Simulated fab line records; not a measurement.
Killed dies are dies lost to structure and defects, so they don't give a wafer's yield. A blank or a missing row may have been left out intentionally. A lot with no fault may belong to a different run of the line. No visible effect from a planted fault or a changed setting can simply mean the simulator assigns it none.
fab line records	flow sky130
record lots=10	wafers=29	last-day=50
route steps=708 shown CAP2M@616 VIA4@652 PASSIVATION@683 PAD_OPEN@708
lots with no fault: from the same line, run without faults
start-h: the number of hours between the record's first day and the start of the first shown wafer of the lot	wait-h: how many hours have passed since the lot's step before this one	" as in the row above	L1.1+2: a row that stands for several wafers	- no value, or no start was given	* or withheld: withheld	< > ~ a bound
route shown NAME@n: NAME is a module with steps in the file, n the number in the route of the first one	usual: the fault-free wafers' mean and standard deviation	same: alike in all rows	chamber/n: place in a boat	sites: readings site by site	_std_site: the values' standard deviation	_edge_site: mean of outer sites minus mean of inner sites	radius-mm: how far each site lies from the wafer's centre	mask NAME#n: copy n	behind: the tool/chamber that last shaped the wafer	hold: why the lot went on hold/how many hours it stayed there/how the hold came to an end	device: the transistor (n, p or np) that didn't switch	end of line: tests run on the same wafers once the route is complete	a step given without rows: its recipe and nothing more	killed: not the wafer's yield, but the dies lost to structure and defects at the first sort	map: shows each die of a wafer: x if killed, . if not, _ if none is there
set.NAME: the run value of the setting; set.NAME@STEP: its run value at that earlier step	model.NAME: the simulator's own value behind a step, which no gauge read
steps of the route over a sample of lots; a table a step, a row a wafer
services: when a tool's chamber went out of use (start-h, in hours from the record's first day, below 0 if earlier), for how many hours, and the reason
## steps
# step SKY_CAP2M_METAL_ETCH_13
# recipe target-depth-nm=220	stop-on=SiO2	chemistry=Cl2/BCl3	target=TiN	pressure-mtorr=10	icp-w=900	bias-w=48.5	Cl2_flow_sccm=60	bcl3-flow-sccm=30	time-s=62.9
# usual bcl3-flow-sccm=29.99/0.086	drypump-motor-current-A=5.8/0.55	oes-product-au=0.944/0.0066	throttle-valve-pct=21.901/0.0099
lot.wafer	tool	chamber	start-h	wait-h	bcl3-flow-sccm	drypump-motor-current-A	oes-product-au	rf-hours-counter-h	throttle-valve-pct
L260.1	rie-metal-03	1	945.41	0.0	29.96	6.1	0.949	16	21.896
L260.2	"	0	"	"	29.97	6.1	0.939	8	21.908
L260.3	"	0	"	"	30.06	6.1	0.949	-	21.899
L261.1	rie-metal-04	1	957.11	0.0	29.86	5.3	0.938	14	21.900
L261.2	"	0	"	"	30.03	4.9	0.934	1	21.911
L261.6	"	1	"	"	30.06	5.3	0.944	-	21.914
L263.1	rie-metal-04	1	991.96	0.0	29.86	5.3	0.941	15	21.900
L263.3	"	0	"	"	29.97	4.9	0.941	-	21.916
L263.6	"	1	"	"	30.05	5.3	0.948	-	21.905
L264.2	rie-metal-03	1	992.86	0.0	30.03	6.1	0.935	18	21.886
L264.4	"	0	"	"	30.11	6.1	0.938	-	21.913
L264.6	"	1	"	"	30.04	6.1	0.949	-	21.900
L267.3	rie-metal-03	0	1002.37	0.0	29.94	6.1	0.941	-	21.907
L267.4	"	1	"	"	29.97	6.1	0.940	-	21.916
L271.1	rie-metal-03	0	1034.68	0.0	29.99	6.1	0.954	12	21.892
L271.4	"	0	"	"	30.03	6.1	0.940	-	21.914
L271.5	"	0	"	"	29.91	6.1	0.942	-	21.901
L276.1	rie-metal-01	0	1061.99	0.0	29.99	6.4	0.947	21	21.890
L276.2	"	1	"	"	30.01	6.2	0.947	18	21.883
L276.5	"	0	"	"	30.01	6.4	0.946	-	21.899
L278.1	rie-metal-01	1	1079.13	0.0	29.97	6.3	0.948	19	21.909
L278.5	"	1	"	"	29.90	6.2	0.942	-	21.896
L278.6	"	0	"	"	29.91	6.4	0.953	-	21.889
L282.1	rie-metal-03	1	1093.03	0.0	30.02	6.1	0.946	1	21.887
L282.2	"	0	"	"	29.97	6.1	0.951	18	21.899
L282.5	"	1	"	"	30.05	6.2	0.949	-	21.897
L283.2	rie-metal-04	0	1096.43	0.0	30.00	4.9	0.939	10	21.895
L283.3	"	0	"	"	29.98	4.9	0.935	-	21.904
L283.5	"	1	"	"	30.13	5.3	0.947	-	21.906
# step SKY_VIA4_STRIP_13
# recipe chemistry=O2/N2	power-w=1400	pressure-mtorr=1500	platen-temp-c=withheld	o2-flow-sccm=3000	n2-flow-sccm=300	overash-fraction=0.5
# usual drypump-motor-current-A=5.8/0.56	oes-product-au=0.710/0.0048	strip-time-to-endpoint-s=12.81/0.032
lot.wafer	tool	chamber	start-h	wait-h	drypump-motor-current-A	oes-product-au	rf-hours-counter-h	strip-time-to-endpoint-s
L260.1	plasma-asher-01	0	996.02	-	5.3	0.705	25	12.76
L260.2	"	1	"	"	6.6	0.709	25	12.76
L260.3	"	0	"	"	5.3	0.716	-	12.78
L261.1	plasma-asher-01	0	1006.74	-	5.3	0.706	26	12.82
L261.2	"	1	"	"	6.6	0.708	26	12.82
L261.6	"	1	"	"	6.5	0.709	-	12.78
L263.1	plasma-asher-01	0	1038.40	-	5.3	0.717	29	12.80
L263.3	"	1	"	"	6.5	0.707	-	12.78
L263.6	"	1	"	"	6.5	0.710	-	12.84
L264.2	plasma-asher-02	0	1040.45	-	6.0	0.707	59	12.83
L264.4	"	1	"	"	5.1	0.714	-	12.81
L264.6	"	0	"	"	6.0	0.711	-	12.81
L267.3	plasma-asher-04	0	1049.83	-	6.1	0.712	-	12.78
L267.4	"	1	"	"	5.2	0.705	-	12.77
L271.1	plasma-asher-01	1	1079.74	-	6.6	0.705	33	12.83
L271.4	"	0	"	"	5.3	0.710	-	12.84
L271.5	"	0	"	"	5.3	0.713	-	12.84
L276.1	plasma-asher-04	1	1106.92	-	5.2	0.712	4	12.82
L276.2	"	0	"	"	6.1	0.708	4	12.85
L276.5	"	0	"	"	6.1	0.702	-	12.87
L278.1	plasma-asher-04	1	1121.40	-	5.2	0.709	5	12.80
L278.5	"	1	"	"	5.2	0.714	-	12.76
L278.6	"	0	"	"	6.2	0.710	-	12.80
L282.1	plasma-asher-01	0	1135.37	-	5.3	0.716	38	12.77
L282.2	"	1	"	"	6.5	0.714	38	12.80
L282.5	"	0	"	"	5.3	0.715	-	12.81
L283.2	plasma-asher-04	0	1138.15	-	6.2	0.708	7	12.80
L283.3	"	0	"	"	6.1	0.702	-	12.83
L283.5	"	0	"	"	6.2	0.715	-	12.82
# step SKY_VIA4_RS_MEAS_19
# recipe thk-meas-gauge=four-point-probe	reads=W_of_VIA4_CVD_18+TiN_of_VIA4_SPUTTER_17
# usual VIA4_W_RS=0.226/0.004
lot.wafer	tool	chamber	start-h	wait-h	VIA4_W_RS[ohm/sq]
L260.1	film-metro-04	-	996.93	0.1	0.228
L260.2	"	-	"	"	0.231
L260.3	"	-	"	"	0.229
L261.1	film-metro-01	-	1007.55	0.1	0.228
L261.2	"	-	"	"	0.227
L261.6	"	-	"	"	0.229
L263.1	film-metro-03	-	1039.21	0.1	0.224
L263.3	"	-	"	"	0.226
L263.6	"	-	"	"	0.219
L264.2	film-metro-03	-	1041.31	0.1	0.220
L264.4	"	-	"	"	0.220
L264.6	"	-	"	"	0.228
L267.3	film-metro-04	-	1050.68	0.1	0.220
L267.4	"	-	"	"	0.229
L271.1	film-metro-01	-	1080.56	0.1	0.224
L271.4	"	-	"	"	0.231
L271.5	"	-	"	"	0.222
L276.1	film-metro-03	-	1107.73	0.1	0.227
L276.2	"	-	"	"	0.220
L276.5	"	-	"	"	0.218
L278.1	film-metro-01	-	1122.21	0.1	0.219
L278.5	"	-	"	"	0.231
L278.6	"	-	"	"	0.220
L282.1	film-metro-03	-	1136.17	0.1	0.227
L282.2	"	-	"	"	0.222
L282.5	"	-	"	"	0.228
L283.2	film-metro-01	-	1138.98	0.1	0.228
L283.3	"	-	"	"	0.234
L283.5	"	-	"	"	0.228
# step SKY_PASSIVATION_CVD_02
# recipe material=Si3N4	target-thk-nm=540	temp-c=400	time-s=withheld	rf-w=450
# usual heater-power-w=763/110
lot.wafer	tool	chamber	start-h	wait-h	heater-power-w
L260.1	pecvd-03	2	1022.09	0.1	788
L260.2	"	0	"	"	741
L260.3	"	1	"	"	749
L261.1	pecvd-03	1	1031.44	0.1	785
L261.2	"	2	"	"	803
L261.6	"	2	"	"	847
L263.1	pecvd-02	2	1061.96	0.1	618
L263.3	"	1	"	"	760
L263.6	"	1	"	"	781
L264.2	pecvd-02	2	1063.59	0.0	629
L264.4	"	1	"	"	685
L264.6	"	0	"	"	601
L267.3	pecvd-03	0	1073.05	0.0	670
L267.4	"	2	"	"	833
L271.1	pecvd-03	0	1102.79	0.1	813
L271.4	"	2	"	"	800
L271.5	"	1	"	"	766
L276.1	pecvd-02	1	1127.35	0.1	685
L276.2	"	2	"	"	697
L276.5	"	0	"	"	777
L278.1	pecvd-01	2	1142.31	0.1	804
L278.5	"	1	"	"	1099
L278.6	"	2	"	"	815
L282.1	pecvd-02	2	1156.13	0.1	688
L282.2	"	0	"	"	713
L282.5	"	0	"	"	755
L283.2	pecvd-02	0	1158.77	0.0	720
L283.3	"	1	"	"	689
L283.5	"	1	"	"	716
# step SKY_PASSIVATION_THK_MEAS_03
# recipe reads=Si3N4_of_PASSIVATION_CVD_02
# usual PASSIVATION_CVD_02_THK=542/6.4
lot.wafer	tool	chamber	start-h	wait-h	PASSIVATION_CVD_02_THK[nm]
L260.1	film-metro-04	-	1022.32	-	538
L260.2	"	-	"	"	540
L260.3	"	-	"	"	539
L261.1	film-metro-03	-	1031.67	-	541
L261.2	"	-	"	"	539
L261.6	"	-	"	"	551
L263.1	film-metro-03	-	1062.19	-	535
L263.3	"	-	"	"	538
L263.6	"	-	"	"	543
L264.2	film-metro-04	-	1063.83	-	546
L264.4	"	-	"	"	542
L264.6	"	-	"	"	547
L267.3	film-metro-04	-	1073.30	-	415
L267.4	"	-	"	"	421
L271.1	film-metro-02	-	1103.02	-	542
L271.4	"	-	"	"	421
L271.5	"	-	"	"	556
L276.1	film-metro-04	-	1127.58	-	535
L276.2	"	-	"	"	537
L276.5	"	-	"	"	545
L278.1	film-metro-03	-	1142.54	-	541
L278.5	"	-	"	"	549
L278.6	"	-	"	"	551
L282.1	film-metro-04	-	1156.36	-	531
L282.2	"	-	"	"	535
L282.5	"	-	"	"	544
L283.2	film-metro-02	-	1159.01	-	538
L283.3	"	-	"	"	525
L283.5	"	-	"	"	540
# step SKY_PASSIVATION_ETCH_11
# recipe chemistry=CF4/O2	target-depth-nm=725	stop-on=AlCu	source-w=800	bias-w=150	pressure-mtorr=150	cf4-flow-sccm=80	O2_flow_sccm=10	time-s=161.1
# usual drypump-motor-current-A=5.9/0.43	oes-product-au=0.979/0.0073	throttle-valve-pct=5.965/0.0091
lot.wafer	tool	chamber	start-h	wait-h	drypump-motor-current-A	oes-product-au	rf-hours-counter-h	throttle-valve-pct
L260.1	rie-diel-04	2	1044.51	-	5.7	0.972	17	5.967
L260.2	"	3	"	"	6.6	0.981	11	5.950
L260.3	"	0	"	"	6.5	0.986	6	5.963
L261.1	rie-diel-04	1	1052.83	-	6.2	0.966	12	5.967
L261.2	"	0	"	"	6.4	0.970	6	5.968
L261.6	"	3	"	"	6.6	0.989	-	5.960
L263.1	rie-diel-03	1	1083.16	-	5.6	0.976	2	5.950
L263.3	"	3	"	"	6.0	0.976	25	5.969
L263.6	"	2	"	"	5.4	0.980	-	5.948
L264.2	rie-diel-02	3	1084.41	-	5.6	0.986	23	5.969
L264.4	"	2	"	"	5.7	0.975	-	5.962
L264.6	"	0	"	"	5.7	0.977	-	5.980
L267.3	rie-diel-02	1	1093.88	-	4.9	0.867	18	5.934
L267.4	"	2	"	"	5.7	0.876	21	5.928
L271.1	rie-diel-03	3	1122.38	-	5.9	0.976	26	5.969
L271.4	"	1	"	"	5.6	0.883	4	5.942
L271.5	"	1	"	"	5.6	0.989	-	5.965
L276.1	rie-diel-03	0	1145.96	-	5.8	0.976	7	5.965
L276.2	"	3	"	"	5.9	0.976	28	5.961
L276.5	"	3	"	"	5.9	0.983	-	5.978
L278.1	rie-diel-04	3	1159.96	-	6.6	0.973	14	5.979
L278.5	"	2	"	"	5.7	0.981	-	5.954
L278.6	"	1	"	"	6.2	0.980	-	5.964
L282.1	rie-diel-04	2	1173.63	-	5.7	0.971	22	5.979
L282.2	"	1	"	"	6.2	0.972	17	5.964
L282.5	"	3	"	"	6.6	0.980	-	5.943
L283.2	rie-diel-02	3	1175.28	-	5.5	0.970	27	5.962
L283.3	"	1	"	"	4.9	0.974	21	5.955
L283.5	"	3	"	"	5.6	0.976	-	5.943
# step SKY_PAD_OPEN_PROBE_99
# usual defect-limited-yield=82.7/2.1	killed_at_M0_to_M3=43/7.2	killed_at_M4_up=3.3/1.8	killed-at-contacts=23/5.5	killed-at-front-end=16/5.1	killed-at-other=0.4/0.65	killed-dies=85/10	killed-on-rim=17/4.3	killed-open=46/7.1	killed-short=38/7.2	sort_bin_3_pad_short=0.9/0.41	sort_bin_5_function=10.2/1.5	sort_bin_6_memory=6.2/1.1	sort-n-pass=407/10	sort-yield-pct=82.7/2.1
# same gross-dies=492	killed-at-back-side=0	sort_bin_4_leakage[%]=0	sort_bin_8_speed[%]=0
lot.wafer	tool	chamber	start-h	wait-h	defect-limited-yield[%]	killed_at_M0_to_M3	killed_at_M4_up	killed-at-contacts	killed-at-front-end	killed-at-other	killed-dies	killed-on-rim	killed-open	killed-short	sort_bin_3_pad_short[%]	sort_bin_5_function[%]	sort_bin_6_memory[%]	sort-n-pass	sort-yield-pct[%]
L267.4	prober-02	-	1118.03	0.2	85.4	41	1	11	19	0	72	13	44	28	0.2	8.5	5.9	420	85.4
L271.1	prober-02	-	1142.81	0.1	83.7	44	2	20	13	1	80	17	43	37	1.2	7.1	7.9	412	83.7
L271.5	prober-02	-	1143.01	0.2	86.0	35	1	16	16	1	69	15	43	26	1.0	7.7	5.3	423	86.0
L276.1	prober-01	-	1165.53	0.1	83.9	41	1	30	7	0	79	14	47	32	0.8	10.2	5.1	413	83.9
L276.2	prober-01	-	1165.58	0.1	83.5	42	3	22	14	0	81	16	45	36	1.4	9.6	5.5	411	83.5
L276.5	prober-01	-	1165.73	0.2	82.5	47	2	27	10	0	86	18	42	44	1.8	8.7	6.9	406	82.5
L283.2	prober-02	-	1193.18	0.1	80.7	42	1	32	19	1	95	17	56	38	1.2	11.8	6.3	397	80.7
L283.3	prober-02	-	1193.23	0.2	83.5	42	1	20	18	0	81	20	48	33	1.0	9.8	5.7	411	83.5
L283.5	prober-02	-	1193.33	0.2	84.3	33	6	21	17	0	77	18	37	40	0.6	9.1	5.9	415	84.3
# killed by level:class
L267.4 VIA1:geometric-particle:open=9 METAL1:geometric-particle:short=7 VIA3:geometric-particle:open=7 FIELD_ISO:geometric-particle:short=6 FIELD_ISO:geometric-particle:open=5 VIA2:geometric-particle:open=5 POLY_GATE:geometric-particle:open=4 METAL3:geometric-particle:open=3
L271.1 VIA1:geometric-particle:open=11 VIA3:geometric-particle:open=8 LI_CONTACT:geometric-particle:open=6 METAL2:geometric-particle:short=6 CONTACT:geometric-particle:open=5 VIA2:geometric-particle:short=5 LOCAL_INTERCONNECT:geometric-particle:short=4 FIELD_ISO:geometric-particle:short=3
L271.5 VIA1:geometric-particle:open=11 POLY_GATE:geometric-particle:open=6 VIA2:geometric-particle:open=5 LI_CONTACT:geometric-particle:short=4 LI_CONTACT:geometric-particle:open=4 VIA3:geometric-particle:open=4 LOCAL_INTERCONNECT:geometric-particle:short=3 CONTACT:geometric-particle:open=3
L276.1 VIA1:geometric-particle:open=16 CONTACT:geometric-particle:open=11 LI_CONTACT:geometric-particle:open=10 METAL1:geometric-particle:short=6 CONTACT:geometric-particle:short=5 LI_CONTACT:geometric-particle:short=4 METAL2:geometric-particle:short=4 VIA1:geometric-particle:short=3
L276.2 LI_CONTACT:geometric-particle:open=8 VIA1:geometric-particle:open=8 CONTACT:geometric-particle:open=6 FIELD_ISO:geometric-particle:open=5 CONTACT:geometric-particle:short=5 METAL1:geometric-particle:short=5 VIA1:geometric-particle:short=5 VIA2:geometric-particle:open=5
L276.5 CONTACT:geometric-particle:open=9 CONTACT:geometric-particle:short=7 VIA1:geometric-particle:short=7 VIA1:geometric-particle:open=7 METAL2:geometric-particle:short=7 VIA2:geometric-particle:open=6 LI_CONTACT:geometric-particle:open=5 METAL1:geometric-particle:short=5
L283.2 CONTACT:geometric-particle:open=12 LI_CONTACT:geometric-particle:open=9 VIA1:geometric-particle:open=9 VIA3:geometric-particle:open=8 METAL1:geometric-particle:short=6 VIA1:geometric-particle:short=5 VIA2:geometric-particle:open=5 FIELD_ISO:geometric-particle:short=4
L283.3 VIA3:geometric-particle:open=9 VIA1:geometric-particle:open=8 FIELD_ISO:geometric-particle:open=6 LOCAL_INTERCONNECT:geometric-particle:short=5 CONTACT:geometric-particle:open=5 VIA2:geometric-particle:open=5 POLY_GATE:geometric-particle:open=4 LI_CONTACT:geometric-particle:open=4
L283.5 CONTACT:geometric-particle:open=11 VIA1:geometric-particle:open=7 VIA2:geometric-particle:open=7 METAL1:geometric-particle:short=6 FIELD_ISO:geometric-particle:open=5 METAL4:geometric-particle:short=5 FIELD_ISO:geometric-particle:short=4 LOCAL_INTERCONNECT:geometric-particle:short=4
## services
tool	chamber	start-h	hours	kind
plasma-asher-01	-	947.24	0.9	repair
rie-metal-03	-	949.76	1.4	pm
rie-diel-03	-	954.90	4.3	pm
rie-diel-04	0	958.98	14.2	repair
rie-metal-04	1	962.81	13.1	repair
pecvd-02	-	978.97	0.8	repair
plasma-asher-04	-	980.56	2.8	pm
pecvd-02	0	983.48	12.0	repair
rie-diel-02	1	989.79	102.6	repair
rie-diel-03	1	994.32	2.9	repair
rie-metal-04	-	997.15	2.8	pm
rie-diel-03	-	1006.03	2.8	pm
rie-metal-03	0	1014.02	8.4	repair
pecvd-02	2	1018.02	25.4	repair
rie-diel-04	0	1018.34	1.9	repair
rie-metal-03	1	1020.78	39.1	repair
pecvd-02	-	1049.04	2.8	pm
plasma-asher-04	-	1055.25	9.0	pm
rie-diel-03	0	1064.71	21.0	repair
plasma-asher-04	-	1111.62	4.3	repair
rie-diel-04	3	1111.71	16.7	repair
pecvd-02	1	1123.06	2.8	repair
plasma-asher-01	-	1142.81	6.8	repair
rie-metal-04	-	1157.86	1.3	repair
## key
first-sign step=SKY_PASSIVATION_THK_MEAS_03	reading=PASSIVATION_CVD_02_THK	direction=down	sigmas=19	usual=542	struck=419
effect step=SKY_PASSIVATION_ETCH_11	reading=oes-product-au	direction=down	sigmas=14	usual=0.979	struck=0.875
met-at SKY_PASSIVATION_CVD_02
struck-lots L267,L271
struck-wafers L267.3,L267.4,L271.4
not-acting-at SKY_CAP2M_METAL_ETCH_13,SKY_VIA4_STRIP_13,SKY_VIA4_RS_MEAS_19
onset-between 1031.44 1073.05
fault kind=process-parameter-drift	tool=pecvd-03	chamber=-	onset-h=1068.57	steps=SKY_PASSIVATION_CVD_02	channel=target-thk-nm	offset=-129.47	shape=step	end-h=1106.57	scope=struck-wafers-only	acts-in=these-recipes-only	stated=540
